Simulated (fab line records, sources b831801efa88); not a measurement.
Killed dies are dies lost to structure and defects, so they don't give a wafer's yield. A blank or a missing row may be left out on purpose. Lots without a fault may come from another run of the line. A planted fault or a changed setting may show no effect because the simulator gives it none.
Chamber matching | flow gf180mcu | GF_V1_ETCH_16 on rie_diel-04: 4 sister chambers
The step etches BARC in N2/H2. 4 wafers are shown with their chamber, then 8 later ones without.

WAFERS WITH THEIR CHAMBER
wafer  | chamber | oes_product_au (a.u.)
L077.2 | 1       | 0.856
L094.1 | 3       | 0.853
L094.6 | 2       | 0.847
L095.1 | 0       | 0.854

WAFERS WITHOUT THEIR CHAMBER
wafer  | oes_product_au (a.u.)
L095.3 | 0.852
L095.6 | 0.848
L096.1 | 0.850
L096.2 | 0.856
L096.3 | 0.847
L097.3 | 0.860
L097.4 | 0.854
L097.5 | 0.855

WHICH CHAMBER EACH WENT THROUGH
wafer  | from the rows above               | in truth
L095.3 | can't be placed: 3 or 0 or 1      | 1
L095.6 | 2                                 | 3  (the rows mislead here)
L096.1 | can't be placed: 2 or 3 or 0 or 1 | 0
L096.2 | can't be placed: 1 or 0 or 3      | 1
L096.3 | 2                                 | 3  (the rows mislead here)
L097.3 | can't be placed: 1 or 0 or 3      | 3
L097.4 | can't be placed: 0 or 3 or 1      | 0
L097.5 | can't be placed: 0 or 1 or 3      | 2
Placed correctly: 0 of 8. Can't be placed from these rows: 6 (the true chamber is among the candidates in 5). Placed wrongly: 2.
How it was worked out, from the rows above alone: a wafer's distance from a chamber is the root of the sum, over the readings, of the square of ((its reading less the chamber's mean) divided by the reading's scatter). The wafer belongs to the nearest chamber; if the next one is less than 2 further off, it can't be placed. A chamber's mean is the mean of its shown wafers. The scatter: with one shown wafer a chamber, the root of the mean of the squares of how far each hidden wafer lies from its nearest shown one.
